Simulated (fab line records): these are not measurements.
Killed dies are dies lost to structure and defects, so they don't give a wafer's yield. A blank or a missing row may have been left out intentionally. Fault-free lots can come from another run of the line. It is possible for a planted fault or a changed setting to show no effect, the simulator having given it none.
fab line records	flow sky130
record: lots: 6	wafers: 17	last-day: 50
route steps=708 shown SD_N@350 SD_P@359 RES_XHIGH@360 SALICIDE@361 LI_CONTACT@362
lots that met no fault: taken from a fault-free run of the same line
start-h: start of the lot's first displayed wafer, in hours after the record's first day	wait-h: time in hours since the lot's previous step	" as in the row above	L1.1+2: one row covering several wafers at once	- no value, or no start given	* or withheld: withheld	< > ~ a bound
route shown NAME@n: names a module that has steps shown in the file, with the first one's number in the route	usual: mean/standard deviation of fault-free wafers	same: alike in all rows	chamber/n: place in a boat	sites: each site's reading	_std_site: standard deviation of those values	_edge_site: mean of outer sites minus mean of inner sites	radius-mm: for every site, how far away it sits from the centre of the wafer	mask NAME#n: copy n	behind: the last tool/chamber to shape the wafer	hold: what put the lot on hold/how long, in hours/how the hold closed	device: names the non-switching transistor (n, p or np)	end of line: tests of these same wafers at the route's end	a step without rows: its recipe alone	killed: at the first sort, the dies lost to defects and structure; wafer yield is something else	map: shows each die of a wafer: x if killed, . if not, _ if none is there
set.NAME: the setting the step ran with; set.NAME@STEP: the setting that earlier step ran with	model.NAME: the simulator's own value behind a step, which no gauge read
a table for each step, a row for each wafer; lots at some steps of the route
services: when a tool's chamber went out of use (start-h, in hours from the record's first day, below 0 if earlier), for how many hours, and the reason
== steps ==
step: SKY_SD_N_OVL_MEAS_08
usual: SD_N_OVL: 0.0/1.4
lot.wafer	tool	chamber	start-h	wait-h	SD_N_OVL[nm]
L814.1	overlay-01	-	678.78	0.1	0.8
L814.5	"	-	"	"	2.5
L814.6	"	-	"	"	3.1
L818.2	overlay-01	-	709.67	0.1	1.1
L818.5	"	-	"	"	0.4
L818.6	"	-	"	"	-0.8
L823.2	overlay-02	-	765.17	0.1	-1.2
L823.6	"	-	"	"	0.0
L824.3	overlay-02	-	766.58	0.1	1.2
L824.4	"	-	"	"	1.3
L824.5	"	-	"	"	2.1
L830.3	overlay-02	-	799.93	0.1	-1.7
L830.4	"	-	"	"	-1.9
L830.5	"	-	"	"	-2.2
L833.2	overlay-02	-	821.27	0.1	-1.0
L833.3	"	-	"	"	-1.9
L833.6	"	-	"	"	-1.1
step: SKY_SD_N_IMPLANT_09
recipe: species: As	energy-kev: 50	dose-cm2: 4e+15	tilt-deg: 0
step: SKY_SD_N_IMPLANT_10
recipe: species: P	energy-kev: 20	dose-cm2: 1e+14	tilt-deg: 0
step: SKY_SD_N_STRIP_11
recipe: chemistry: O2/N2	power-w: 1400	pressure-mtorr: 1500	platen-temp-c: withheld	o2-flow-sccm: 3000	n2-flow-sccm: 300	overash-fraction: 0.5
usual: chamber-pressure-mTorr: 1499.7/1.3	drypump-motor-current-A: 6.19/0.22	n2-flow-sccm: 300.1/0.83	oes-product-au: 0.527/0.0048	strip-time-to-endpoint-s: 22.56/0.053
lot.wafer	tool	chamber	start-h	wait-h	chamber-pressure-mTorr	drypump-motor-current-A	n2-flow-sccm	oes-product-au	rf-hours-counter-h	strip-time-to-endpoint-s
L814.1	plasma-asher-04	1	679.11	0.1	1500.2	6.24	301.1	0.524	56	22.51
L814.5	"	0	"	"	1500.5	6.37	300.5	0.533	-	22.54
L814.6	"	1	"	"	1500.5	6.24	299.5	0.538	-	22.56
L818.2	plasma-asher-01	0	710.00	0.1	1500.3	5.81	302.3	0.524	91	22.55
L818.5	"	1	"	"	1496.9	6.36	301.5	0.527	-	22.59
L818.6	"	0	"	"	1500.9	5.78	302.0	0.532	-	22.54
L823.2	plasma-asher-04	0	765.50	0.1	1497.8	6.34	299.5	0.529	64	22.53
L823.6	"	0	"	"	1500.5	6.34	299.9	0.527	-	22.53
L824.3	plasma-asher-04	1	766.94	0.1	1499.3	6.22	299.7	0.524	-	22.59
L824.4	"	0	"	"	1498.4	6.34	299.6	0.529	-	22.62
L824.5	"	1	"	"	1497.0	6.23	300.6	0.532	-	22.56
L830.3	plasma-asher-04	0	800.29	0.1	1502.5	6.36	300.6	0.520	-	22.59
L830.4	"	1	"	"	1497.3	6.24	302.3	0.520	-	22.59
L830.5	"	0	"	"	1500.4	6.34	301.0	0.524	-	22.56
L833.2	plasma-asher-03	1	821.60	0.1	1499.8	6.16	299.6	0.525	38	22.54
L833.3	"	1	"	"	1499.8	6.16	299.5	0.529	-	22.62
L833.6	"	0	"	"	1500.6	5.94	300.6	0.522	-	22.59
step: SKY_SD_N_TW_MEAS_12
usual: SD_N_TW: 4003/33
lot.wafer	tool	chamber	start-h	wait-h	SD_N_TW
L814.1	film-metro-02	-	679.21	0.1	3950
L814.5	"	-	"	"	3954
L814.6	"	-	"	"	3963
L818.2	film-metro-02	-	710.11	0.1	3995
L818.5	"	-	"	"	3982
L818.6	"	-	"	"	3971
L823.2	film-metro-03	-	765.61	0.1	3994
L823.6	"	-	"	"	3969
L824.3	film-metro-04	-	767.02	0.1	4051
L824.4	"	-	"	"	4032
L824.5	"	-	"	"	4019
L830.3	film-metro-04	-	800.37	0.1	4069
L830.4	"	-	"	"	4057
L830.5	"	-	"	"	4061
L833.2	film-metro-03	-	821.71	0.1	3962
L833.3	"	-	"	"	3980
L833.6	"	-	"	"	3966
step: SKY_SD_N_CLEAN_13
recipe: chemistry: SC1/SC2	mix: 1:4:20	temp-c: 70	time-s: 150	dry: n2-spin
step: SKY_SD_N_RTA_14
recipe: temp-c: 1075	time-s: 2	idle-temp-c: 650	ramp-up-c-per-s: 150	ramp-down-c-per-s: 90	ambient: N2
usual: lamp-power-pct: 15.73/0.049	wafer_temp_C_max: 1078.0/1.2
lot.wafer	tool	chamber	start-h	wait-h	lamp-power-pct	wafer_temp_C_max
L814.1	rtp-anneal-02	0	679.32	0.0	15.69	1077.0
L814.5	"	0	"	"	15.75	1079.6
L814.6	"	0	"	"	15.76	1078.2
L818.2	rtp-anneal-02	0	710.22	0.0	15.78	1077.2
L818.5	"	0	"	"	15.74	1075.0
L818.6	"	0	"	"	15.83	1077.9
L823.2	rtp-anneal-01	0	765.72	0.0	15.76	1078.8
L823.6	"	0	"	"	15.70	1078.8
L824.3	rtp-anneal-02	0	767.13	0.0	15.66	1076.6
L824.4	"	0	"	"	15.73	1077.1
L824.5	"	0	"	"	15.72	1077.5
L830.3	rtp-anneal-01	0	800.50	0.0	15.68	1078.1
L830.4	"	0	"	"	15.70	1079.8
L830.5	"	0	"	"	15.74	1081.2
L833.2	rtp-anneal-01	0	821.83	0.0	15.78	1080.7
L833.3	"	0	"	"	15.70	1077.4
L833.6	"	0	"	"	15.67	1078.3
step: SKY_SD_N_RS_MEAS_16
recipe: thk-meas-gauge: four-point-probe
usual: SD_N_RS: 68.56/0.12
lot.wafer	tool	chamber	start-h	wait-h	SD_N_RS[ohm/sq]
L814.1	film-metro-02	-	679.50	0.1	68.45
L814.5	"	-	"	"	68.39
L814.6	"	-	"	"	68.40
L818.2	film-metro-03	-	710.40	0.1	68.51
L818.5	"	-	"	"	68.69
L818.6	"	-	"	"	68.78
L823.2	film-metro-04	-	765.90	0.1	68.71
L823.6	"	-	"	"	68.59
L824.3	film-metro-04	-	767.33	0.1	68.40
L824.4	"	-	"	"	68.59
L824.5	"	-	"	"	68.48
L830.3	film-metro-04	-	800.73	0.1	68.61
L830.4	"	-	"	"	68.48
L830.5	"	-	"	"	68.51
L833.2	film-metro-03	-	822.01	0.1	68.63
L833.3	"	-	"	"	68.66
L833.6	"	-	"	"	68.51
step: SKY_SD_N_RS_MEAS_17
recipe: thk-meas-gauge: four-point-probe
usual: SD_P_RS: 147.2/0.35
lot.wafer	tool	chamber	start-h	wait-h	SD_P_RS[ohm/sq]
L814.1	film-metro-02	-	679.62	0.1	146.8
L814.5	"	-	"	"	146.8
L814.6	"	-	"	"	146.8
L818.2	film-metro-03	-	710.52	0.1	147.6
L818.5	"	-	"	"	147.9
L818.6	"	-	"	"	148.3
L823.2	film-metro-04	-	766.02	0.1	147.1
L823.6	"	-	"	"	147.4
L824.3	film-metro-04	-	767.45	0.1	146.5
L824.4	"	-	"	"	146.8
L824.5	"	-	"	"	146.9
L830.3	film-metro-04	-	800.85	0.1	147.4
L830.4	"	-	"	"	146.9
L830.5	"	-	"	"	146.4
L833.2	film-metro-03	-	822.13	0.1	147.3
L833.3	"	-	"	"	147.0
L833.6	"	-	"	"	146.9
step: SKY_SD_N_RS_MEAS_18
recipe: thk-meas-gauge: four-point-probe
usual: RES_XHIGH_RS: 333.6/1.3
lot.wafer	tool	chamber	start-h	wait-h	RES_XHIGH_RS[ohm/sq]
L814.1	film-metro-02	-	679.74	0.1	333.9
L814.5	"	-	"	"	334.5
L814.6	"	-	"	"	334.1
L818.2	film-metro-03	-	710.64	0.1	334.3
L818.5	"	-	"	"	334.6
L818.6	"	-	"	"	334.0
L823.2	film-metro-04	-	766.14	0.1	336.0
L823.6	"	-	"	"	334.9
L824.3	film-metro-04	-	767.57	0.1	335.8
L824.4	"	-	"	"	334.4
L824.5	"	-	"	"	335.0
L830.3	film-metro-04	-	800.97	0.1	331.8
L830.4	"	-	"	"	332.5
L830.5	"	-	"	"	334.2
L833.2	film-metro-03	-	822.25	0.1	334.9
L833.3	"	-	"	"	334.5
L833.6	"	-	"	"	335.1
step: SKY_SALICIDE_CLEAN_00
recipe: chemistry: HF-last	time-s: 30	dilution: 100:1	dry: ipa-marangoni
step: SKY_LI_CONTACT_HDPCVD_00
recipe: material: PSG	target-thk-nm: 930	sigma-open-frac: 0.3	time-s: 155	temp-c: 600	sih4-flow-sccm: 60	pressure-mtorr: 6
usual: pressure-mtorr: 6.001/0.012
lot.wafer	tool	chamber	start-h	wait-h	pressure-mtorr	model.PSG_of_LI_CONTACT_HDPCVD_00.thk-nm
L814.1	hdpcvd-01	2	679.88	0.0	6.014	935.2
L814.5	"	1	"	"	5.991	920.4
L814.6	"	2	"	"	5.990	929.8
L818.2	hdpcvd-01	2	710.76	0.0	6.007	941.3
L818.5	"	1	"	"	6.001	933.2
L818.6	"	2	"	"	5.993	940.6
L823.2	hdpcvd-01	1	766.26	0.0	6.014	1284
L823.6	"	2	"	"	5.988	925.5
L824.3	hdpcvd-01	0	767.66	0.0	5.993	1283
L824.4	"	1	"	"	6.021	911.2
L824.5	"	2	"	"	5.982	908
L830.3	hdpcvd-02	2	801.07	0.0	5.991	919.8
L830.4	"	0	"	"	5.993	919.9
L830.5	"	1	"	"	5.996	903.7
L833.2	hdpcvd-02	0	822.37	0.0	6.029	925.7
L833.3	"	1	"	"	6.012	930.2
L833.6	"	0	"	"	6.019	921.5
step: SKY_LI_CONTACT_THK_MEAS_01
recipe: reads: PSG_of_LI_CONTACT_HDPCVD_00
usual: LI_CONTACT_HDPCVD_THK: 924/9.7
lot.wafer	tool	chamber	start-h	wait-h	LI_CONTACT_HDPCVD_THK[nm]
L814.1	film-metro-03	-	679.98	0.1	935
L814.5	"	-	"	"	920
L814.6	"	-	"	"	930
L818.2	film-metro-04	-	710.87	0.1	941
L818.5	"	-	"	"	933
L818.6	"	-	"	"	940
L823.2	film-metro-04	-	766.37	0.1	1286
L823.6	"	-	"	"	926
L824.3	film-metro-04	-	767.79	0.1	1282
L824.4	"	-	"	"	911
L824.5	"	-	"	"	909
L830.3	film-metro-04	-	801.19	0.1	920
L830.4	"	-	"	"	920
L830.5	"	-	"	"	904
L833.2	film-metro-04	-	822.48	0.1	926
L833.3	"	-	"	"	930
L833.6	"	-	"	"	921
step: SKY_LI_CONTACT_CMP_02
recipe: material: PSG	down-force-psi: 4	platen-rpm: 60	pad-velocity-m-s: 0.94248
usual: motor-current-A: 12.2/1.4	slurry-filter-dp-kPa: 13.52/0.14	time-to-endpoint-s: 32.2/2.2
lot.wafer	tool	chamber	start-h	wait-h	motor-current-A	slurry-filter-dp-kPa	time-to-endpoint-s
L814.1	cmp-01	1	680.04	0.1	13.4	13.61	31.0
L814.6	"	1	"	"	13.7	13.46	28.7
L814.5	"	2	"	"	9.9	13.34	31.3
L818.2	cmp-02	0	710.97	0.1	12.1	13.59	32.7
L818.6	"	3	"	"	10.9	13.25	34.0
L818.5	"	0	"	"	12.1	13.38	34.6
L823.2	cmp-02	1	766.67	0.3	11.3	13.60	68.4
L823.6	"	0	"	"	12.1	13.53	30.4
L824.4	cmp-02	2	767.88	0.1	13.4	13.35	30.3
L824.3	"	0	"	"	11.4	13.53	65.1
L824.5	"	2	"	"	14.3	13.62	29.0
L830.3	cmp-02	3	801.23	0.0	10.5	13.70	35.6
L830.4	"	2	"	"	14.2	13.61	33.2
L830.5	"	3	"	"	10.1	13.34	34.2
L833.3	cmp-01	3	822.53	0.0	14.3	13.44	34.2
L833.2	"	2	"	"	10.5	13.50	35.1
L833.6	"	0	"	"	13.6	13.43	32.9
step: SKY_LI_CONTACT_BOW_MEAS_03
recipe: mode: bow
usual: LI_CONTACT_BOW: 57/7.3
lot.wafer	tool	chamber	start-h	wait-h	LI_CONTACT_BOW[um]
L814.1	film-metro-02	-	680.34	0.2	49
L814.5	"	-	"	"	54
L814.6	"	-	"	"	58
L818.2	film-metro-03	-	711.24	0.2	59
L818.5	"	-	"	"	59
L818.6	"	-	"	"	49
L823.2	film-metro-03	-	766.89	0.2	40
L823.6	"	-	"	"	55
L824.3	film-metro-03	-	768.17	0.1	64
L824.4	"	-	"	"	56
L824.5	"	-	"	"	41
L830.3	film-metro-03	-	801.57	0.3	42
L830.4	"	-	"	"	55
L830.5	"	-	"	"	64
L833.2	film-metro-04	-	822.85	0.1	52
L833.3	"	-	"	"	49
L833.6	"	-	"	"	51
== services ==
tool	chamber	start-h	hours	kind
hdpcvd-02	0	665.75	-	clean
hdpcvd-02	1	665.75	-	clean
hdpcvd-02	2	665.75	-	clean
cmp-02	-	675.39	5.4	repair
cmp-02	-	683.23	1.7	repair
hdpcvd-02	2	685.44	10.8	repair
cmp-02	-	730.19	0.9	repair
cmp-02	-	744.00	4.0	pm
cmp-02	-	748.00	-	consumable-replace:conditioner
cmp-02	-	748.00	-	consumable-replace:pad
cmp-02	-	751.82	7.6	pm
plasma-asher-03	-	757.29	3.5	repair
cmp-01	-	786.15	4.3	repair
plasma-asher-03	-	794.37	15.5	repair
hdpcvd-02	-	802.24	6.0	pm
plasma-asher-03	-	804.96	1.6	repair
hdpcvd-01	-	814.76	2.3	repair
hdpcvd-01	-	817.91	5.5	pm
== key ==
first-sign: step: SKY_LI_CONTACT_THK_MEAS_01	reading: LI_CONTACT_HDPCVD_THK	direction: up	sigmas: 37	usual: 924	struck: 1284
effect: step: SKY_LI_CONTACT_CMP_02	reading: time-to-endpoint-s	direction: up	sigmas: 16	usual: *	struck: *
model-effect: step: SKY_LI_CONTACT_HDPCVD_00	value: PSG_of_LI_CONTACT_HDPCVD_00.thk-nm	without: 912.7	struck: 1283
met-at SKY_LI_CONTACT_HDPCVD_00
struck-wafers L823.2,L824.3
tester-left-out L823,L824
onset-between 710.76 766.26
fault: kind: process-parameter-drift	tool: hdpcvd-01	chamber: -	onset-h: 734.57	steps: SKY_LI_CONTACT_HDPCVD_00	channel: target-thk-nm	offset: 370.74	shape: step	end-h: 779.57	scope: struck-wafers-only	acts-in: these-recipes-only	stated: 930
tester-left-out: of these lots the tester's yield and bins aren't shown, on N5 and GAA mostly nor the transistor test; their killed dies are dies lost to structure and defects alone, not to doping, threshold or leakage, so they don't give the yield
